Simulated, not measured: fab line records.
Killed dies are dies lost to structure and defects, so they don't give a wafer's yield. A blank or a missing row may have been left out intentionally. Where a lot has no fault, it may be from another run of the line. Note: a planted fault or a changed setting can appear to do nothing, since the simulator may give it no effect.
Struck lot and sound lot, side by side ; flow sky130 ; 16 steps out of a route of 708
Sound: wafers L740.1, L740.4, L740.5. Wafers struck: L749.3, L749.4, L749.6. The cause comes at the end.
At each step with rows: each side's tool, then ch and its chambers, then its first start. Under that, the readings that differ: sound wafers ; struck wafers ; difference of the means ; sigmas: that difference in standard deviations of wafers without a fault.
alike: words and numbers the same on both sides, and readings whose means are apart by under 2 such deviations; not compared: readings that were withheld, readings missing a value for some wafer, numbers with overlapping values and no deviation given by the record, and bounds like >300 which may hide the same value.
The two part at a step that has a row with sigmas, a row that says differs or no value, or rows on one side only. Non-overlapping numbers with no deviation appear without sigmas and do not part them. A reading that every wafer of one side lacks parts them only if that side has two wafers or more.

first, 3 steps without rows for these wafers: SKY_METAL2_EXPOSE_12 (exposes mask MM2, target cd 140 nm); SKY_METAL2_PEB_13; SKY_METAL2_DEVELOP_14 (develop time 60 s).
SKY_METAL2_CD_MEAS_15: target cd 140 nm.
  sound on cd-sem-02 at day 37 02:38; struck on cd-sem-01 at day 39 17:38
  alike: cd-nm
SKY_METAL2_OVL_MEAS_16:
  sound on overlay-02 at day 37 02:46; struck on overlay-01 at day 39 17:43
reading;sound;struck;difference;sigmas
METAL2_OVL (nm);7 -1 5;-11 -15 -10;-16;-2
SKY_METAL2_DESCUM_17: chemistry O2, time 8 s.
  sound on rie-metal-04 ch 0,1, day 37 02:47; struck on rie-metal-01 ch 0,1, day 39 17:46
  alike: drypump-motor-current-A, oes-product-au, temp-c
  not compared: rf-hours-counter-h
SKY_METAL2_ETCH_18: etches BARC in N2/H2, stops on SiO2, time 45.9 s, target depth 60 nm.
  sound on rie-metal-04 ch 0,1, day 37 02:50; struck on rie-metal-01 ch 0,1, day 39 17:48
  alike: drypump-motor-current-A, oes-product-au, throttle-valve-pct
  not compared: rf-hours-counter-h
SKY_METAL2_METAL_ETCH_19: etches the open film in Cl2/BCl3, stops on SiO2, target depth 360 nm, time 74.83 s.
  sound on rie-metal-04 ch 0,1, day 37 02:53; struck on rie-metal-01 ch 0,1, day 39 17:52
  alike: drypump-motor-current-A, mfc-cl2-sccm, oes-product-au, throttle-valve-pct
  not compared: rf-hours-counter-h
SKY_METAL2_STRIP_20: strips in O2/N2.
  sound on plasma-asher-04 ch 0, day 37 02:59; struck on plasma-asher-04 ch 0,1, day 39 17:58
  alike: drypump-motor-current-A, oes-product-au, strip-time-to-endpoint-s
  not compared: rf-hours-counter-h
then, 3 steps without rows for these wafers: SKY_METAL2_STRIP_21 (strips in post etch residue remover, time 1200 s); SKY_METAL2_CLEAN_22 (cleans in IPA, time 180 s); SKY_METAL2_CLEAN_23 (cleans in O3/DIW).
SKY_VIA2_HDPCVD_00: deposits SiO2, target thk 1180 nm, time 196.7 s.
  sound on hdpcvd-01 ch 0,2, day 37 03:36; struck on hdpcvd-01 ch 0,1, day 39 18:33
reading;sound;struck;difference;sigmas
sih4-flow-sccm (sccm);59.99 60.39 60.26;90.09 90.31 90.17;+29.98;+99 or more
model.SiO2_of_VIA2_HDPCVD_00.thk-nm (nm);1180 1170 1195;1773 1783 1783;+598;
SKY_VIA2_THK_MEAS_01:
  sound on film-metro-04 at day 37 03:44; struck on film-metro-02 at day 39 18:42
reading;sound;struck;difference;sigmas
VIA2_HDPCVD_THK (nm);1180 1171 1196;1771 1783 1784;+597;+54
SKY_VIA2_CMP_02: polishes SiO2.
  sound on cmp-02 ch 0,1,3, day 37 03:47; struck on cmp-02 ch 0,1, day 39 18:44
  alike: motor-current-A
SKY_PAD_OPEN_PROBE_99:
  rows exist in the record for the sound wafers here (prober-02, day 47 13:08), none for the struck ones

## WHERE THEY PART
First at SKY_METAL2_OVL_MEAS_16; last, within this record, at SKY_PAD_OPEN_PROBE_99.

WHY: what the simulator had put in
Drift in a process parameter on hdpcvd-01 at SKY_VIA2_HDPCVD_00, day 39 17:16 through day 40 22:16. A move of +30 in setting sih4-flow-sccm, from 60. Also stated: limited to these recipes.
